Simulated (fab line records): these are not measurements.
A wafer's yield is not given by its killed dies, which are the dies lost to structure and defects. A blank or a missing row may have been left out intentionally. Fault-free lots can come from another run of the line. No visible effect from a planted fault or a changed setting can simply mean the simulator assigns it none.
Chamber matching -- flow gf180mcu -- GF_V5_CVD_02 on pecvd-02 has 3 sister chambers
The step deposits SiO2 from TEOS, target thk 1450 nm, time 163.28 s. 3 wafers are shown with their chamber, then 9 later ones without.

## WAFERS PAIRED WITH THEIR CHAMBERS
wafer,chamber,heater-power-w (W)
L090.1,2,523
L090.2,0,620
L090.3,1,672

## WAFERS WHOSE CHAMBER IS MISSING
wafer,heater-power-w (W)
L090.4,555
L090.5,665
L090.6,596
L094.1,543
L094.2,653
L094.3,675
L094.4,533
L094.5,537
L094.6,604

## THE CHAMBER EACH PASSED THROUGH
wafer,from the rows above,in truth
L090.4,can't be placed: 2 or 0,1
L090.5,1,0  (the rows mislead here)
L090.6,0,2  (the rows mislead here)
L094.1,2,2
L094.2,can't be placed: 1 or 0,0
L094.3,1,1
L094.4,2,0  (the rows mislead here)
L094.5,2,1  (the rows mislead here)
L094.6,0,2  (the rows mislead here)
Placed correctly: 2 of 9. Not placeable from these rows: 2 (in 1, the candidates include the true chamber). Placed wrongly: 5.
How it was worked out, from the rows above alone: a wafer's distance from a chamber is the root of the sum, over the readings, of the square of ((its reading less the chamber's mean) divided by the reading's scatter). The wafer belongs to the nearest chamber; if the next one is less than 2 further off, it can't be placed. A chamber's mean is the mean of its shown wafers. The scatter: root of mean squared gap, hidden wafer to nearest shown wafer, with one shown wafer a chamber.
